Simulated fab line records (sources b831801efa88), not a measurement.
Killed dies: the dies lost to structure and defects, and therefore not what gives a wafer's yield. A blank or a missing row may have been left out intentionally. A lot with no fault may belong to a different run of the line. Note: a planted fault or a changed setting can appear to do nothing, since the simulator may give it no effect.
fab line records -- flow sky130
[record] lots = 13, wafers = 39, lastDay = 50
route steps=708 shown GATE_OXIDE@197 RES_PROTECT@215 POLY_GATE@235 LDD_P@259
lots with no fault: from the same line, run without faults
startH: the number of hours between the record's first day and the start of the first shown wafer of the lot -- waitH: how many hours have passed since the lot's step before this one -- " as in the row above -- L1.1+2: one row covering several wafers at once -- - value missing, or start not given -- * or withheld: withheld -- < > ~ a bound
route shown NAME@n: names a module that has steps shown in the file, with the first one's number in the route -- usual: mean/standard deviation of fault-free wafers -- same: alike in all rows -- chamber/n: place in a boat -- sites: each site's reading -- _std_site: standard deviation across them -- _edge_site: inner sites' mean taken away from outer sites' mean -- radiusMm: for every site, how far away it sits from the centre of the wafer -- mask NAME#n: copy n -- behind: tool/chamber where the wafer was last shaped -- hold: why the lot was held/for how many hours/how that ended -- device: the transistor (n, p or np) that didn't switch -- end of line: tests of these same wafers at the route's end -- for a step that has no rows: nothing shown but its recipe -- killed: count of dies lost to structure and defects at first sort (not the wafer's yield) -- map: a wafer's dies, x killed, . not, _ none there
set.NAME: the run value of the setting; set.NAME@STEP: its run value at that earlier step -- model.NAME: the simulator's own value behind a step, which no gauge read
one table for each step of the route and one row for each wafer, over a sample of lots
services: from which hour (startH, from the record's first day; less than 0 if before it) a tool's chamber was out of use, for how many hours, and why
[[steps]]
[step SKY_GATE_OXIDE_OVL_MEAS_10]
[usual] GATE_OXIDE_OVL = 1.2/1.3
lot.wafer,tool,chamber,startH,waitH,GATE_OXIDE_OVL[nm]
L286.1,overlay-01,-,306.46,0.1,3.1
L286.5,overlay-01,-,306.46,0.1,4.0
L286.6,overlay-01,-,306.46,0.1,4.1
L289.3,overlay-02,-,330.73,0.1,1.2
L289.5,overlay-02,-,330.73,0.1,1.5
L289.6,overlay-02,-,330.73,0.1,0.8
L290.3,overlay-02,-,340.33,0.1,-1.8
L290.4,overlay-02,-,340.33,0.1,0.9
L290.5,overlay-02,-,340.33,0.1,0.5
L291.3,overlay-02,-,346.88,0.1,0.0
L291.4,overlay-02,-,346.88,0.1,1.8
L291.5,overlay-02,-,346.88,0.1,0.7
L292.1,overlay-02,-,353.12,0.1,-0.2
L292.3,overlay-02,-,353.12,0.1,-1.0
L292.5,overlay-02,-,353.12,0.1,-1.8
L302.2,overlay-02,-,459.96,0.1,2.3
L302.3,overlay-02,-,459.96,0.1,1.0
L302.5,overlay-02,-,459.96,0.1,0.4
L304.1,overlay-01,-,468.99,0.1,1.8
L304.3,overlay-01,-,468.99,0.1,2.6
L304.5,overlay-01,-,468.99,0.1,1.7
L303.1,overlay-01,-,473.67,0.1,0.2
L303.3,overlay-01,-,473.67,0.1,1.0
L303.5,overlay-01,-,473.67,0.1,1.5
L305.1,overlay-02,-,476.91,0.1,2.0
L305.3,overlay-02,-,476.91,0.1,1.6
L305.5,overlay-02,-,476.91,0.1,2.3
L306.3,overlay-02,-,487.02,0.1,2.1
L306.5,overlay-02,-,487.02,0.1,1.5
L306.6,overlay-02,-,487.02,0.1,2.3
L308.3,overlay-02,-,495.72,0.1,1.3
L308.4,overlay-02,-,495.72,0.1,1.9
L308.5,overlay-02,-,495.72,0.1,0.8
L307.2,overlay-02,-,496.84,0.1,1.0
L307.4,overlay-02,-,496.84,0.1,1.0
L307.6,overlay-02,-,496.84,0.1,1.0
L309.1,overlay-02,-,502.71,0.1,-0.5
L309.4,overlay-02,-,502.71,0.1,1.6
L309.5,overlay-02,-,502.71,0.1,-0.1
[step SKY_RES_PROTECT_TW_MEAS_08]
[usual] POLY_GATE_TW = 4017/31
lot.wafer,tool,chamber,startH,waitH,POLY_GATE_TW
L286.1,filmMetro-02,-,337.46,0.1,4000
L286.5,filmMetro-02,-,337.46,0.1,4011
L286.6,filmMetro-02,-,337.46,0.1,4008
L289.3,filmMetro-02,-,362.41,0.1,4023
L289.5,filmMetro-02,-,362.41,0.1,4043
L289.6,filmMetro-02,-,362.41,0.1,4033
L290.3,filmMetro-02,-,374.79,0.1,4029
L290.4,filmMetro-02,-,374.79,0.1,4006
L290.5,filmMetro-02,-,374.79,0.1,4008
L291.3,filmMetro-04,-,377.94,0.1,4040
L291.4,filmMetro-04,-,377.94,0.1,4052
L291.5,filmMetro-04,-,377.94,0.1,4056
L292.1,filmMetro-03,-,384.39,0.1,3986
L292.3,filmMetro-03,-,384.39,0.1,4014
L292.5,filmMetro-03,-,384.39,0.1,4002
L302.2,filmMetro-03,-,494.13,0.1,3982
L302.3,filmMetro-03,-,494.13,0.1,3971
L302.5,filmMetro-03,-,494.13,0.1,3962
L304.1,filmMetro-03,-,502.92,0.1,3973
L304.3,filmMetro-03,-,502.92,0.1,3959
L304.5,filmMetro-03,-,502.92,0.1,3951
L303.1,filmMetro-02,-,508.21,0.1,4031
L303.3,filmMetro-02,-,508.21,0.1,4008
L303.5,filmMetro-02,-,508.21,0.1,3997
L305.1,filmMetro-03,-,510.27,0.1,3992
L305.3,filmMetro-03,-,510.27,0.1,3984
L305.5,filmMetro-03,-,510.27,0.1,3969
L306.3,filmMetro-04,-,520.81,0.1,4042
L306.5,filmMetro-04,-,520.81,0.1,4032
L306.6,filmMetro-04,-,520.81,0.1,4053
L308.3,filmMetro-03,-,529.98,0.1,3961
L308.4,filmMetro-03,-,529.98,0.1,3955
L308.5,filmMetro-03,-,529.98,0.1,3961
L307.2,filmMetro-04,-,531.50,0.1,4042
L307.4,filmMetro-04,-,531.50,0.1,4057
L307.6,filmMetro-04,-,531.50,0.1,4061
L309.1,filmMetro-03,-,537.22,0.1,3988
L309.4,filmMetro-03,-,537.22,0.1,3972
L309.5,filmMetro-03,-,537.22,0.1,3979
[step SKY_POLY_GATE_THK_MEAS_21]
[recipe] reads = SiO2_of_POLY_GATE_OXIDATION_20
[usual] POLY_GATE_OXIDATION_THK = 4.05/0.078
lot.wafer,tool,chamber,startH,waitH,POLY_GATE_OXIDATION_THK[nm]
L286.1,filmMetro-03,-,371.84,0.0,4.01
L286.5,filmMetro-03,-,371.84,0.0,4.09
L286.6,filmMetro-03,-,371.84,0.0,4.05
L289.3,filmMetro-01,-,396.75,0.0,4.18
L289.5,filmMetro-01,-,396.75,0.0,4.11
L289.6,filmMetro-01,-,396.75,0.0,4.15
L290.3,filmMetro-03,-,410.59,0.0,4.10
L290.4,filmMetro-03,-,410.59,0.0,4.16
L290.5,filmMetro-03,-,410.59,0.0,4.14
L291.3,filmMetro-02,-,414.53,0.0,4.17
L291.4,filmMetro-02,-,414.53,0.0,4.14
L291.5,filmMetro-02,-,414.53,0.0,4.13
L292.1,filmMetro-01,-,418.77,0.0,4.07
L292.3,filmMetro-01,-,418.77,0.0,4.05
L292.5,filmMetro-01,-,418.77,0.0,4.11
L302.2,filmMetro-01,-,528.49,0.0,4.13
L302.3,filmMetro-01,-,528.49,0.0,4.04
L302.5,filmMetro-01,-,528.49,0.0,4.08
L304.1,filmMetro-03,-,537.98,0.0,4.14
L304.3,filmMetro-03,-,537.98,0.0,4.08
L304.5,filmMetro-03,-,537.98,0.0,4.06
L303.1,filmMetro-03,-,542.66,0.0,3.91
L303.3,filmMetro-03,-,542.66,0.0,3.89
L303.5,filmMetro-03,-,542.66,0.0,3.95
L305.1,filmMetro-02,-,544.38,0.0,3.93
L305.3,filmMetro-02,-,544.38,0.0,3.99
L305.5,filmMetro-02,-,544.38,0.0,4.01
L306.3,filmMetro-03,-,554.48,0.0,3.98
L306.5,filmMetro-03,-,554.48,0.0,3.96
L306.6,filmMetro-03,-,554.48,0.0,3.93
L308.3,filmMetro-03,-,563.68,0.0,3.99
L308.4,filmMetro-03,-,563.68,0.0,3.98
L308.5,filmMetro-03,-,563.68,0.0,3.94
L307.2,filmMetro-02,-,564.97,0.0,4.06
L307.4,filmMetro-02,-,564.97,0.0,4.21
L307.6,filmMetro-02,-,564.97,0.0,4.11
L309.1,filmMetro-02,-,570.42,0.0,4.00
L309.4,filmMetro-02,-,570.42,0.0,4.02
L309.5,filmMetro-02,-,570.42,0.0,3.93
[step SKY_LDD_P_EXPOSE_04]
[recipe] maskId = PSDM, na = 0.6, sourceShape = conventional, sigmaOuter = 0.6, polarization = unpolarized, targetCdNm = 380, doseMj = 138
[usual] focusOffsetNm = 0.0/0.52
lot.wafer,tool,chamber,startH,waitH,mask,focusOffsetNm
L286.1,ilineStepper-02,0,416.91,-,PSDM#0,-0.4
L286.5,ilineStepper-02,0,416.91,-,PSDM#0,-0.3
L286.6,ilineStepper-02,0,416.91,-,PSDM#0,-0.1
L289.3,ilineStepper-02,0,442.30,-,PSDM#0,0.1
L289.5,ilineStepper-02,0,442.30,-,PSDM#0,-0.1
L289.6,ilineStepper-02,0,442.30,-,PSDM#0,-0.1
L290.3,ilineStepper-01,0,458.02,-,PSDM#0,-1.0
L290.4,ilineStepper-01,0,458.02,-,PSDM#0,-0.8
L290.5,ilineStepper-01,0,458.02,-,PSDM#0,-0.3
L291.3,ilineStepper-01,0,462.20,-,PSDM#0,-0.2
L291.4,ilineStepper-01,0,462.20,-,PSDM#0,-0.2
L291.5,ilineStepper-01,0,462.20,-,PSDM#0,-0.4
L292.1,ilineStepper-02,0,466.17,-,NTM#0,0.9
L292.3,ilineStepper-02,0,466.17,-,NTM#0,0.9
L292.5,ilineStepper-02,0,466.17,-,NTM#0,0.2
L302.2,ilineStepper-02,0,574.63,-,PSDM#0,0.8
L302.3,ilineStepper-02,0,574.63,-,PSDM#0,0.8
L302.5,ilineStepper-02,0,574.63,-,PSDM#0,0.5
L304.1,ilineStepper-01,0,583.61,-,PSDM#0,-0.3
L304.3,ilineStepper-01,0,583.61,-,PSDM#0,-1.1
L304.5,ilineStepper-01,0,583.61,-,PSDM#0,0.2
L303.1,ilineStepper-02,0,588.16,-,PSDM#0,0.5
L303.3,ilineStepper-02,0,588.16,-,PSDM#0,0.0
L303.5,ilineStepper-02,0,588.16,-,PSDM#0,0.1
L305.1,ilineStepper-01,0,590.13,-,PSDM#0,0.6
L305.3,ilineStepper-01,0,590.13,-,PSDM#0,-0.3
L305.5,ilineStepper-01,0,590.13,-,PSDM#0,0.5
L306.3,ilineStepper-02,0,600.43,-,PSDM#0,-0.4
L306.5,ilineStepper-02,0,600.43,-,PSDM#0,-0.3
L306.6,ilineStepper-02,0,600.43,-,PSDM#0,-0.5
L308.3,ilineStepper-02,0,608.92,-,PSDM#0,-1.3
L308.4,ilineStepper-02,0,608.92,-,PSDM#0,-0.2
L308.5,ilineStepper-02,0,608.92,-,PSDM#0,-1.0
L307.2,ilineStepper-02,0,610.34,-,PSDM#0,0.6
L307.4,ilineStepper-02,0,610.34,-,PSDM#0,1.1
L307.6,ilineStepper-02,0,610.34,-,PSDM#0,0.5
L309.1,ilineStepper-02,0,616.04,-,PSDM#0,0.1
L309.4,ilineStepper-02,0,616.04,-,PSDM#0,0.0
L309.5,ilineStepper-02,0,616.04,-,PSDM#0,-0.3
[step SKY_LDD_P_CD_MEAS_07]
[recipe] targetCdNm = 380
[usual] cdNm = 380.6/2.2
lot.wafer,tool,chamber,startH,waitH,cdNm
L286.1,cdSem-01,-,431.92,0.1,376.5
L286.5,cdSem-01,-,431.92,0.1,378.0
L286.6,cdSem-01,-,431.92,0.1,377.0
L289.3,cdSem-02,-,457.80,0.1,381.9
L289.5,cdSem-02,-,457.80,0.1,383.0
L289.6,cdSem-02,-,457.80,0.1,384.8
L290.3,cdSem-01,-,473.41,0.1,382.6
L290.4,cdSem-01,-,473.41,0.1,381.1
L290.5,cdSem-01,-,473.41,0.1,382.5
L291.3,cdSem-01,-,476.65,0.1,380.3
L291.4,cdSem-01,-,476.65,0.1,382.5
L291.5,cdSem-01,-,476.65,0.1,382.1
L292.1,cdSem-02,-,481.74,0.1,-
L292.3,cdSem-02,-,481.74,0.1,-
L292.5,cdSem-02,-,481.74,0.1,-
L302.2,cdSem-02,-,588.79,0.1,379.5
L302.3,cdSem-02,-,588.79,0.1,378.4
L302.5,cdSem-02,-,588.79,0.1,379.2
L304.1,cdSem-02,-,598.44,0.1,379.6
L304.3,cdSem-02,-,598.44,0.1,381.1
L304.5,cdSem-02,-,598.44,0.1,379.8
L303.1,cdSem-01,-,602.62,0.1,378.7
L303.3,cdSem-01,-,602.62,0.1,377.2
L303.5,cdSem-01,-,602.62,0.1,375.1
L305.1,cdSem-01,-,604.09,0.1,378.5
L305.3,cdSem-01,-,604.09,0.1,377.8
L305.5,cdSem-01,-,604.09,0.1,378.3
L306.3,cdSem-01,-,614.46,0.1,381.4
L306.5,cdSem-01,-,614.46,0.1,380.4
L306.6,cdSem-01,-,614.46,0.1,383.4
L308.3,cdSem-02,-,623.25,0.1,378.5
L308.4,cdSem-02,-,623.25,0.1,382.4
L308.5,cdSem-02,-,623.25,0.1,380.1
L307.2,cdSem-01,-,624.56,0.1,377.9
L307.4,cdSem-01,-,624.56,0.1,378.3
L307.6,cdSem-01,-,624.56,0.1,380.4
L309.1,cdSem-02,-,630.62,0.1,380.1
L309.4,cdSem-02,-,630.62,0.1,382.1
L309.5,cdSem-02,-,630.62,0.1,381.4
[step SKY_LDD_P_TW_MEAS_11]
[usual] LDD_P_TW = 636/3.4
lot.wafer,tool,chamber,startH,waitH,LDD_P_TW
L286.1,filmMetro-02,-,432.33,0.1,632
L286.5,filmMetro-02,-,432.33,0.1,633
L286.6,filmMetro-02,-,432.33,0.1,632
L289.3,filmMetro-02,-,458.19,0.1,639
L289.5,filmMetro-02,-,458.19,0.1,635
L289.6,filmMetro-02,-,458.19,0.1,639
L290.3,filmMetro-04,-,473.80,0.1,637
L290.4,filmMetro-04,-,473.80,0.1,636
L290.5,filmMetro-04,-,473.80,0.1,639
L291.3,filmMetro-02,-,477.03,0.1,638
L291.4,filmMetro-02,-,477.03,0.1,640
L291.5,filmMetro-02,-,477.03,0.1,638
L292.1,filmMetro-01,-,482.14,0.1,30
L292.3,filmMetro-01,-,482.14,0.1,30
L292.5,filmMetro-01,-,482.14,0.1,30
L302.2,filmMetro-02,-,589.19,0.1,636
L302.3,filmMetro-02,-,589.19,0.1,635
L302.5,filmMetro-02,-,589.19,0.1,633
L304.1,filmMetro-02,-,598.84,0.1,637
L304.3,filmMetro-02,-,598.84,0.1,637
L304.5,filmMetro-02,-,598.84,0.1,636
L303.1,filmMetro-02,-,603.03,0.1,633
L303.3,filmMetro-02,-,603.03,0.1,634
L303.5,filmMetro-02,-,603.03,0.1,633
L305.1,filmMetro-02,-,604.49,0.1,632
L305.3,filmMetro-02,-,604.49,0.1,634
L305.5,filmMetro-02,-,604.49,0.1,635
L306.3,filmMetro-01,-,614.85,0.1,634
L306.5,filmMetro-01,-,614.85,0.1,638
L306.6,filmMetro-01,-,614.85,0.1,637
L308.3,filmMetro-01,-,623.63,0.1,640
L308.4,filmMetro-01,-,623.63,0.1,638
L308.5,filmMetro-01,-,623.63,0.1,639
L307.2,filmMetro-02,-,624.95,0.1,632
L307.4,filmMetro-02,-,624.95,0.1,635
L307.6,filmMetro-02,-,624.95,0.1,635
L309.1,filmMetro-04,-,631.03,0.1,643
L309.4,filmMetro-04,-,631.03,0.1,639
L309.5,filmMetro-04,-,631.03,0.1,644
[[services]]
tool,chamber,startH,hours,kind
ilineStepper-02,-,447.52,2.1,pm
ilineStepper-02,-,449.60,-,consumableReplace:lamp
ilineStepper-02,-,451.58,1.7,pm
ilineStepper-01,-,463.89,12.3,repair
ilineStepper-01,-,471.18,8.7,repair
ilineStepper-01,-,570.71,1.7,pm
[[key]]
[firstSign] step = SKY_LDD_P_EXPOSE_04, reading = mask, direction = changed
[effect] step = SKY_LDD_P_CD_MEAS_07, reading = cdNm, direction = missing
[effect] step = SKY_LDD_P_TW_MEAS_11, reading = LDD_P_TW, direction = down, sigmas = 99+, usual = 636, struck = 30
metAt SKY_LDD_P_EXPOSE_04
struckLots L292
sortLeftOut L292.1,L292.3,L292.5
testerLeftOut L292
notActingAt SKY_GATE_OXIDE_OVL_MEAS_10,SKY_RES_PROTECT_TW_MEAS_08,SKY_POLY_GATE_THK_MEAS_21
onsetBetween 442.30 466.17
[fault] kind = wrongMask, tool = any, chamber = -, onsetH = 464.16, steps = SKY_LDD_P_EXPOSE_04, auxCopy = NTM#0, scope = struckLotsOnly
// testerLeftOut: of these lots the tester's yield and bins aren't shown, on N5 and GAA mostly nor the transistor test; their killed dies are dies lost to structure and defects alone, not to doping, threshold or leakage, so they don't give the yield
// sortLeftOut: the simulated sort isn't trusted on such a fault, so these wafers' sort isn't shown, and their yield isn't known
